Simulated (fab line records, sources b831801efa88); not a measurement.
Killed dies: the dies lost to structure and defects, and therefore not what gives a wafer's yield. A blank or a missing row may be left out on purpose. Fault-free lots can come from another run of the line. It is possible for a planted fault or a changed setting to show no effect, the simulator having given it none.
What tool caused it? + flow sky130 + 10 lots with 30 wafers sampled at 6 steps, on a route of 708 steps

## WHAT THE GAUGES READ, wafer by wafer
SKY_METAL1_RS_MEAS_05: measures by four-point-probe. Usual: METAL1_ALCU_RS gives 0.1274 ohm/sq (standard deviation 0.0021).
| lot  | measured     | on            | METAL1_ALCU_RS (ohm/sq)                   | flag |
|------|--------------|---------------|-------------------------------------------|------|
| L436 | day 31 20:50 | film metro-02 | 0.1271 0.1275 0.1259                      |      |
| L437 | day 32 06:39 | film metro-02 | 0.1271 0.1256 0.1277                      |      |
| L438 | day 32 11:59 | film metro-03 | 0.1269 0.1246 0.1246                      |      |
| L441 | day 33 08:31 | film metro-01 | 0.1262 0.1280 0.1265                      |      |
| L442 | day 33 18:03 | film metro-02 | 0.1263 0.1277 0.1271                      |      |
| L443 | day 34 02:27 | film metro-02 | 0.1265 0.1273 0.1273                      |      |
| L447 | day 35 09:22 | film metro-02 | 0.1308 0.1181 0.1298 0.1309 0.1181 0.1298 |      |
| L448 | day 35 16:55 | film metro-03 | 0.1240 0.1241 0.1254                      |      |
| L457 | day 38 08:53 | film metro-02 | 0.1272 0.1240 0.1259                      |      |
| L459 | day 39 06:13 | film metro-01 | 0.1287 0.1261 0.1294                      |      |

SKY_METAL1_THK_MEAS_06: measures by xrf. Usual: METAL1_ALCU_THK gives 247 nm (standard deviation 4.3).
| lot  | measured     | on            | METAL1_ALCU_THK (nm)    | flag |
|------|--------------|---------------|-------------------------|------|
| L436 | day 31 20:57 | film metro-02 | 245 245 247             |      |
| L437 | day 32 06:45 | film metro-02 | 249 249 246             |      |
| L438 | day 32 12:07 | film metro-03 | 245 250 250             |      |
| L441 | day 33 08:38 | film metro-01 | 248 247 248             |      |
| L442 | day 33 18:10 | film metro-02 | 250 245 246             |      |
| L443 | day 34 02:34 | film metro-02 | 247 248 246             |      |
| L447 | day 35 23:20 | film metro-02 | 241 264 243 240 265 243 |      |
| L448 | day 35 17:02 | film metro-03 | 255 257 250             |      |
| L457 | day 38 09:01 | film metro-02 | 248 254 249             |      |
| L459 | day 39 06:19 | film metro-01 | 243 247 242             |      |

SKY_METAL1_CD_MEAS_15 targets a cd of 140 nm. Usual: cd nm reads 140.2 nm (standard deviation 1.5).
| lot  | measured     | on        | cd nm (nm)        | flag |
|------|--------------|-----------|-------------------|------|
| L436 | day 32 23:29 | cd sem-02 | 142.4 142.0 142.6 |      |
| L437 | day 33 10:04 | cd sem-01 | 137.8 139.7 140.4 |      |
| L438 | day 33 14:31 | cd sem-01 | 141.0 140.7 142.4 |      |
| L441 | day 34 11:38 | cd sem-01 | 139.3 139.2 139.2 |      |
| L442 | day 34 20:56 | cd sem-02 | 141.3 139.8 142.1 |      |
| L443 | day 35 04:56 | cd sem-01 | 143.3 142.4 140.7 |      |
| L447 | day 36 13:17 | cd sem-01 | 140.8 138.9 138.6 |      |
| L448 | day 36 18:52 | cd sem-02 | 139.7 140.8 140.5 |      |
| L457 | day 39 09:56 | cd sem-02 | 142.9 141.7 142.4 |      |
| L459 | day 40 07:17 | cd sem-01 | 142.0 141.6 142.1 |      |

SKY_METAL1_OVL_MEAS_16. Usual: METAL1_OVL gives 1 nm (standard deviation 5.4).
| lot  | measured     | on         | METAL1_OVL (nm) | flag |
|------|--------------|------------|-----------------|------|
| L436 | day 32 23:37 | overlay-02 | 5 7 11          |      |
| L437 | day 33 10:10 | overlay-02 | -6 4 -4         |      |
| L438 | day 33 14:38 | overlay-01 | -1 -5 -5        |      |
| L441 | day 34 11:44 | overlay-02 | 0 0 3           |      |
| L442 | day 34 21:04 | overlay-01 | 2 5 3           |      |
| L443 | day 35 05:04 | overlay-01 | 10 5 4          |      |
| L447 | day 36 13:23 | overlay-01 | -2 1 3          |      |
| L448 | day 36 18:59 | overlay-01 | 7 2 2           |      |
| L457 | day 39 10:04 | overlay-02 | 0 2 -4          |      |
| L459 | day 40 07:23 | overlay-01 | 4 0 11          |      |

## WHAT TOOL EACH LOT RAN ON (gives the tool, then ch and the chambers of the sampled wafers, and finally the start)
| lot  | SKY_CONTACT_STRIP_19                 | SKY_METAL1_SPUTTER_02        |
|------|--------------------------------------|------------------------------|
| L436 | plasma asher-01 ch 0,1, day 31 19:25 | pvd sputter-01, day 31 20:44 |
| L437 | plasma asher-04 ch 0,1, day 32 05:15 | pvd sputter-04, day 32 06:31 |
| L438 | plasma asher-04 ch 0,1, day 32 09:28 | pvd sputter-01, day 32 11:54 |
| L441 | plasma asher-02 ch 0,1, day 33 07:07 | pvd sputter-03, day 33 08:25 |
| L442 | plasma asher-01 ch 0,1, day 33 16:33 | pvd sputter-01, day 33 17:58 |
| L443 | plasma asher-01 ch 0,1, day 34 00:57 | pvd sputter-04, day 34 02:21 |
| L447 | plasma asher-02 ch 0,1, day 35 07:58 | pvd sputter-04, day 35 09:16 |
| L448 | plasma asher-04 ch 0,1, day 35 15:30 | pvd sputter-03, day 35 16:50 |
| L457 | plasma asher-01 ch 0,1, day 38 07:30 | pvd sputter-03, day 38 08:47 |
| L459 | plasma asher-02 ch 0,1, day 39 04:46 | pvd sputter-04, day 39 06:06 |
- SKY_CONTACT_STRIP_19: strips in O2/N2.
- SKY_METAL1_SPUTTER_02: material AlCu, target thk 250 nm, time 13.3 s.

## AS READ BY THE TOOLS THEMSELVES (means over the sampled wafers that have a number; for cases with no such wafer, the mark the record gives instead)
SKY_CONTACT_STRIP_19. Usual: drypump motor current A 5.3 A, standard deviation 0.43; oes product au 0.381 a.u., standard deviation 0.0046; strip time to endpoint s 3.62 s, standard deviation 0.039.
| lot  | tool            | drypump motor current A (A) | oes product au (a.u.) | strip time to endpoint s (s) | flag |
|------|-----------------|-----------------------------|-----------------------|------------------------------|------|
| L436 | plasma asher-01 | 5.3                         | 0.381                 | 3.60                         |      |
| L437 | plasma asher-04 | 5.1                         | 0.382                 | 3.62                         |      |
| L438 | plasma asher-04 | 5.1                         | 0.381                 | 3.61                         |      |
| L441 | plasma asher-02 | 5.8                         | 0.381                 | 3.64                         |      |
| L442 | plasma asher-01 | 5.4                         | 0.380                 | 3.60                         |      |
| L443 | plasma asher-01 | 5.1                         | 0.381                 | 3.63                         |      |
| L447 | plasma asher-02 | 5.8                         | 0.375                 | 3.61                         |      |
| L448 | plasma asher-04 | 5.1                         | 0.376                 | 3.60                         |      |
| L457 | plasma asher-01 | 5.1                         | 0.381                 | 3.59                         |      |
| L459 | plasma asher-02 | 5.8                         | 0.379                 | 3.63                         |      |

SKY_METAL1_SPUTTER_02. Usual: cathode dc power W 10600 W, standard deviation 1.9; throttle valve pct 30.3 %, standard deviation 0.81.
| lot  | tool           | cathode dc power W (W) | throttle valve pct (%) | flag |
|------|----------------|------------------------|------------------------|------|
| L436 | pvd sputter-01 | 10598                  | 30.3                   |      |
| L437 | pvd sputter-04 | 10600                  | 30.1                   |      |
| L438 | pvd sputter-01 | 10601                  | 30.1                   |      |
| L441 | pvd sputter-03 | 10600                  | 30.5                   |      |
| L442 | pvd sputter-01 | 10599                  | 30.9                   |      |
| L443 | pvd sputter-04 | 10600                  | 30.2                   |      |
| L447 | pvd sputter-04 | 10938                  | 30.4                   | OFF  |
| L448 | pvd sputter-03 | 10601                  | 29.7                   |      |
| L457 | pvd sputter-03 | 10598                  | 30.4                   |      |
| L459 | pvd sputter-04 | 10601                  | 29.9                   |      |

## THE ANSWER, worked out from the rows above alone
Rule: lot off if the mean of its wafers having a number is beyond 3 standard deviations from the usual mean. Also off: a lot with no number at a reading for which 4 or more lots have one. Where the step has rows for the other lots, those lots are counted as sound. The gauges are gone through in route order, then the tools' own readings, and for those a lot's mean is taken as printed above. At the first step where some lot is off, the reading lying furthest off is the one used; lots without a number count as furthest.
Off: L447 (SKY_METAL1_SPUTTER_02, cathode dc power W).
If a tool, at that step or one of the process steps before it, ran each lot that is off and ran no sound lot following the first of them, it fits. No candidate that was tried fits.

## WHAT THE SIMULATOR PUT IN
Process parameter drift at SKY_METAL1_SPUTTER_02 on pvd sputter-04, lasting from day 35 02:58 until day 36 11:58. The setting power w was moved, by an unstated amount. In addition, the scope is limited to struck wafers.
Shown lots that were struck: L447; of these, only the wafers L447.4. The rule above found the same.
